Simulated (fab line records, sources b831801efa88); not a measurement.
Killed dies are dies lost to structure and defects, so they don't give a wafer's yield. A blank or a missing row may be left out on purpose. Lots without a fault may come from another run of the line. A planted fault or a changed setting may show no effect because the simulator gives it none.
Chamber matching | flow gf180mcu | GF_V3_CVD_02 on pecvd-04: 3 sister chambers
The step deposits SiO2 from TEOS, target thk 850 nm, time 94.851 s. 3 wafers are shown with their chamber, then 11 later ones without.

WAFERS WITH THEIR CHAMBER
wafer  | chamber | heater_power_w (W)
L088.1 | 2       | 528
L088.2 | 0       | 799
L088.4 | 1       | 503

WAFERS WITHOUT THEIR CHAMBER
wafer  | heater_power_w (W)
L088.5 | 585
L088.6 | 828
L093.1 | 513
L093.2 | 617
L093.3 | 680
L093.4 | 570
L093.5 | 635
L093.6 | 753
L097.1 | 830
L097.3 | 601
L097.5 | 641

WHICH CHAMBER EACH WENT THROUGH
wafer  | from the rows above          | in truth
L088.5 | can't be placed: 2 or 1      | 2
L088.6 | 0                            | 0
L093.1 | can't be placed: 1 or 2      | 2
L093.2 | can't be placed: 2 or 1 or 0 | 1
L093.3 | can't be placed: 0 or 2 or 1 | 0
L093.4 | can't be placed: 2 or 1      | 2
L093.5 | can't be placed: 2 or 1 or 0 | 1
L093.6 | 0                            | 0
L097.1 | 0                            | 0
L097.3 | can't be placed: 2 or 1 or 0 | 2
L097.5 | can't be placed: 2 or 1 or 0 | 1
Placed correctly: 3 of 11. Can't be placed from these rows: 8 (the true chamber is among the candidates in 8). Placed wrongly: 0.
How it was worked out, from the rows above alone: a wafer's distance from a chamber is the root of the sum, over the readings, of the square of ((its reading less the chamber's mean) divided by the reading's scatter). The wafer belongs to the nearest chamber; if the next one is less than 2 further off, it can't be placed. A chamber's mean is the mean of its shown wafers. The scatter: with one shown wafer a chamber, the root of the mean of the squares of how far each hidden wafer lies from its nearest shown one.
